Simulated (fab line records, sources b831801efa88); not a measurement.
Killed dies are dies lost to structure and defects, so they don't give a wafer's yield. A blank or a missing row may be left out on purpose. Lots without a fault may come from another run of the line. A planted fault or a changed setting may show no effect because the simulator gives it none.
Which tool did it? | flow sky130 | 11 lots, 33 wafers sampled, at 3 steps of a route of 708

WHAT THE GAUGES READ, wafer by wafer
SKY_SONOS_TUNNEL_CD_MEAS_07: target cd 410 nm. Usual: cd_nm 409.3 nm, standard deviation 2.5.
lot  | measured     | on        | cd_nm (nm)        | flag
L152 | day 11 11:54 | cd_sem-02 | 414.8 413.3 413.5 |
L153 | day 11 17:38 | cd_sem-02 | 410.8 410.4 411.8 |
L154 | day 12 01:32 | cd_sem-02 | 412.5 410.6 411.0 |
L158 | day 13 10:21 | cd_sem-02 | 411.1 408.6 408.2 |
L160 | day 13 20:08 | cd_sem-02 | 405.9 407.1 405.5 |
L162 | day 14 12:20 | cd_sem-02 | 411.6 410.5 414.2 |
L164 | day 15 03:08 | cd_sem-02 | - - -             | OFF
L167 | day 16 05:04 | cd_sem-02 | 406.7 407.5 407.9 |
L168 | day 16 12:05 | cd_sem-01 | 404.1 403.7 407.3 |
L170 | day 17 04:16 | cd_sem-02 | 408.3 408.9 404.8 |
L175 | day 18 18:06 | cd_sem-01 | 410.3 408.8 409.1 |

SKY_SONOS_TUNNEL_TW_MEAS_12. Usual: SONOS_TUNNEL_TW 198.5, standard deviation 1.1.
lot  | measured     | on            | SONOS_TUNNEL_TW               | flag
L152 | day 11 12:28 | film_metro-01 | 199.2 199.8 199.3             |
L153 | day 11 18:11 | film_metro-02 | 197.9 197.9 197.6             |
L154 | day 12 02:07 | film_metro-04 | 198.0 197.6 199.2             |
L158 | day 13 10:55 | film_metro-02 | 199.1 198.9 198.7             |
L160 | day 13 20:43 | film_metro-04 | 199.2 198.4 198.9             |
L162 | day 14 12:55 | film_metro-01 | 198.8 198.4 199.6             |
L164 | day 15 03:40 | film_metro-02 | 30.3 30.2 30.1 30.3 30.3 30.1 | OFF
L167 | day 16 05:37 | film_metro-04 | 199.3 199.3 199.1             |
L168 | day 16 12:39 | film_metro-04 | 198.8 199.7 198.6             |
L170 | day 17 04:49 | film_metro-04 | 196.1 196.7 197.1             |
L175 | day 18 18:39 | film_metro-04 | 196.1 196.7 197.0             |

WHICH TOOL RAN EACH LOT (tool, then ch and the chambers of the sampled wafers, then the start)
lot  | SKY_SONOS_TUNNEL_EXPOSE_04
L152 | iline_stepper-01 ch 0, day 11 00:02
L153 | iline_stepper-02 ch 0, day 11 05:35
L154 | iline_stepper-02 ch 0, day 11 13:56
L158 | iline_stepper-01 ch 0, day 12 21:21
L160 | iline_stepper-01 ch 0, day 13 06:55
L162 | iline_stepper-01 ch 0, day 13 23:56
L164 | iline_stepper-02 ch 0, day 14 14:50
L167 | iline_stepper-02 ch 0, day 15 15:45
L168 | iline_stepper-01 ch 0, day 15 22:01
L170 | iline_stepper-01 ch 0, day 16 15:01
L175 | iline_stepper-01 ch 0, day 18 03:54
- SKY_SONOS_TUNNEL_EXPOSE_04: exposes mask TUNM, target cd 410 nm.

WHAT THE TOOLS THEMSELVES READ (means of the sampled wafers that have a number; where no wafer has one, the mark that the record gives instead)
SKY_SONOS_TUNNEL_EXPOSE_04. Usual: focus_offset_nm -0.1 nm, standard deviation 0.52.
lot  | tool             | focus_offset_nm (nm) | flag
L152 | iline_stepper-01 | -0.3                 |
L153 | iline_stepper-02 | -0.3                 |
L154 | iline_stepper-02 | 0.2                  |
L158 | iline_stepper-01 | 0.1                  |
L160 | iline_stepper-01 | 0.1                  |
L162 | iline_stepper-01 | -0.6                 |
L164 | iline_stepper-02 | -0.1                 |
L167 | iline_stepper-02 | 0.8                  |
L168 | iline_stepper-01 | -0.6                 |
L170 | iline_stepper-01 | -0.1                 |
L175 | iline_stepper-01 | 0.2                  |

THE ANSWER, worked out from the rows above alone
Rule: a lot is off if the mean of its wafers that have a number lies more than 3 standard deviations from the usual mean. A lot without any number at a reading at which 4 lots or more have one is off too. The other lots that the step has rows for count as sound. The gauges are gone through in route order, then the tools' own readings, and for those a lot's mean is taken as printed above. The first step at which some lot is off is used, and at that step the reading that is off furthest; a lot without a number counts as furthest.
Off: L164, at SKY_SONOS_TUNNEL_CD_MEAS_07 (cd_nm). Without a number there: L164.
A tool fits if, at a process step before that reading, it ran every lot that is off, and no sound lot after the first of them. The gauges at SKY_SONOS_TUNNEL_CD_MEAS_07 aren't tried: what is off there is off at SKY_SONOS_TUNNEL_TW_MEAS_12 too, on other tools, and a gauge's error can't cause that. None of those tried fits.

WHAT THE SIMULATOR HAD PUT IN
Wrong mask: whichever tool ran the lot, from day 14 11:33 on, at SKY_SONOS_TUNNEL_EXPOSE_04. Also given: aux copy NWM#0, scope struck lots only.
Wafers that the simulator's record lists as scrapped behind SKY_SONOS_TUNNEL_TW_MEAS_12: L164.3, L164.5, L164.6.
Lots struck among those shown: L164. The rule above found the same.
